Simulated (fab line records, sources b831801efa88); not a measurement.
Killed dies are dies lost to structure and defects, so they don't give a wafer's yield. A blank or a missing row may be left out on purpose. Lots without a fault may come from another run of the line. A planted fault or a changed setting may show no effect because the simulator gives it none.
A struck lot beside a sound one | flow sfq_line | 15 steps out of a route of 325
Sound: wafers L998.1, L998.2, L998.6. Struck: wafer L103.5. (L103.4, L103.6 of the same lot were not struck and are left out.) The cause comes at the end.
At each step with rows: each side's tool, then ch and its chambers, then its first start. Under that, the readings that differ: sound wafers | struck wafers | difference of the means | sigmas: that difference in standard deviations of wafers without a fault.
alike: readings whose means differ by less than 2 such deviations, and words and numbers that are the same on both sides. not compared: withheld readings, readings that some wafer has no value for, bounds like >300 that may hide the same value, and numbers for which the record gives no deviation and whose values overlap.
The two part at a step that has a row with sigmas, a row that says differs or no value, or rows on one side only. Numbers that don't overlap but have no deviation are shown without sigmas and don't part them. A reading that every wafer of one side lacks parts them only if that side has two wafers or more.

first, 1 step without rows for these wafers: SFQ_TRILAYER_M2_STRIP_SOLV_CLEAN_062 (cleans in NMP, time 600 s).
SFQ_TRILAYER_I2_DEP_PECVD_063: deposits SiO2 from SiH4/N2O, time 111.11 s, target thk 500 nm.
  sound on pecvd-03 ch 0,1,2, day 23 13:20; struck on pecvd-02 ch 0, day 26 05:13
  alike: heater_power_outer_w, heater_power_w, throttle_valve_pct
  not compared: since_wet_clean_h
SFQ_TRILAYER_I2_CMP_CMP_064: polishes SiO2.
  sound on cmp-02 ch 0,2,3, day 23 16:59; struck on cmp-01 ch 0, day 26 14:32
  alike: motor_current_A, time_to_endpoint_s
SFQ_I2_BOW_MEAS_917:
  sound on film_metro-03, day 23 19:29; struck on film_metro-03, day 26 15:36
  alike: I2_BOW
SFQ_TRILAYER_I2_METRO_MEASURE_065:
  sound on film_metro-03, day 23 19:36; struck on film_metro-03, day 26 16:16
  alike: thk_nm
then, 6 steps without rows for these wafers: SFQ_TRILAYER_I2_VIA_LITHO_COAT_072 (resist thk 62 nm); SFQ_TRILAYER_I2_VIA_LITHO_COAT_067 (resist thk 650 nm); SFQ_TRILAYER_I2_VIA_LITHO_SOFTBAKE_071; SFQ_TRILAYER_I2_VIA_LITHO_EXPOSE_068 (exposes mask I2, target cd 500 nm); SFQ_TRILAYER_I2_VIA_LITHO_PEB_070 (peb time 60 s); SFQ_TRILAYER_I2_VIA_LITHO_DEVELOP_069 (time 60 s).
-- the record jumps here: 4 days lie between the struck wafers' starts before and after --
SFQ_I2_OVL_MEAS_918:
  sound on overlay-01, day 28 04:11; struck on overlay-02, day 31 03:46
  reading     | sound  | struck | difference | sigmas
  I2_OVL (nm) | 8 6 13 | -8     | -17        | -3
SFQ_TRILAYER_I2_VIA_BARC_OPEN_VIA_ETCH_096: etches BARC in O2, target depth 125 nm, time 41.7 s.
  sound on rie_diel-03 ch 1,2, day 28 04:14; struck on rie_diel-03 ch 2, day 31 03:47
  reading                                                 | sound             | struck | difference | sigmas
  oes_product_au (a.u.)                                   | 0.683 0.680 0.676 | 0.894  | +0.214     | +43
  run_length_s (s)                                        | 70.1 69.8 70.2    | 57.6   | -12.4      | -26
  model.KrF_of_TRILAYER_I2_VIA_LITHO_COAT_067.thk_nm (nm) | 569.8 571.6 573.8 | 584.3  | +12.6      |
  alike: drypump_motor_current_A
  not compared: rf_hours_counter_h
SFQ_TRILAYER_I2_VIA_ETCH_VIA_ETCH_070: etches SiO2 in CHF3, stops on Nb, target depth 260 nm.
  sound on rie_diel-03 ch 1,2, day 28 04:17; struck on rie_diel-03 ch 2, day 31 03:52
  reading                                                 | sound             | struck | difference | sigmas
  model.KrF_of_TRILAYER_I2_VIA_LITHO_COAT_067.thk_nm (nm) | 525.2 527.3 529.6 | 539.1  | +11.7      |
  alike: drypump_motor_current_A, oes_product_au
SFQ_TRILAYER_I2_VIA_STRIP_STRIP_071: strips in O2.
  sound on rie_metal-02 ch 0,1, day 28 04:27; struck on rie_metal-04 ch 1, day 31 04:08
  alike: drypump_motor_current_A, oes_product_au
  not compared: rf_hours_counter_h

WHERE THEY PART
First at SFQ_I2_OVL_MEAS_918; last, within this record, at SFQ_TRILAYER_I2_VIA_BARC_OPEN_VIA_ETCH_096. Later steps at which nothing parts them and some readings are alike: SFQ_TRILAYER_I2_VIA_ETCH_VIA_ETCH_070, SFQ_TRILAYER_I2_VIA_STRIP_STRIP_071.

WHY: what the simulator had put in
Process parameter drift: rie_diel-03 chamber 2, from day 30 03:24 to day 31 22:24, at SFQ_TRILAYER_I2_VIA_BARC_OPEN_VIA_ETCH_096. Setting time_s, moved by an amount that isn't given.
